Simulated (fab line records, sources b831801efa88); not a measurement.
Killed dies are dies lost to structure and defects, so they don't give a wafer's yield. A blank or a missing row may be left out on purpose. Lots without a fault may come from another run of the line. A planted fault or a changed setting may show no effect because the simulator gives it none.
Which tool did it? | flow sky130 | 12 lots, 36 wafers sampled, at 1 step of a route of 708

WHAT THE GAUGES READ, wafer by wafer
SKY_VT_ADJUST_HVTR_CD_MEAS_07: target cd 380 nm.
lot  | measured     | on        | cd_nm (nm)
L075 | day 10 17:46 | cd_sem-02 | 382.6 380.4 385.0
L077 | day 11 06:32 | cd_sem-02 | 378.2 378.4 377.6
L079 | day 12 04:25 | cd_sem-02 | 384.9 383.9 380.7
L081 | day 12 13:16 | cd_sem-02 | 379.0 377.7 378.5
L083 | day 12 23:29 | cd_sem-02 | 375.8 377.6 376.6
L085 | day 13 14:32 | cd_sem-01 | 382.7 381.4 381.4
L087 | day 14 00:07 | cd_sem-02 | 384.2 384.1 382.5
L089 | day 14 11:40 | cd_sem-02 | 375.6 375.2 376.1
L091 | day 15 01:23 | cd_sem-02 | 381.2 379.0 379.4
L093 | day 15 16:16 | cd_sem-02 | 382.6 381.8 382.4
L095 | day 16 04:17 | cd_sem-01 | 381.1 382.6 381.2
L097 | day 16 16:57 | cd_sem-02 | 381.7 381.4 381.7

WHICH TOOL RAN EACH LOT (tool, then ch and the chambers of the sampled wafers, then the start)
The record holds no process step before these readings.

THE ANSWER, worked out from the rows above alone
Rule: what is usual is taken from the lots themselves. Put in order of their means at a reading, lots are off if they are a third of the lots or fewer, leave a main group of 4 or more, and stand apart from it by a gap of 3 or more times the standard deviation of the main group's means; of several such gaps the widest counts. A main group whose means are all the same, to the digits that the tables above print for the reading, isn't used. A lot without any number at a reading at which 4 lots or more have one is off too. The other lots that the step has rows for count as sound.
No lot is off at any reading shown: from this, nothing can be told.

WHAT THE SIMULATOR HAD PUT IN
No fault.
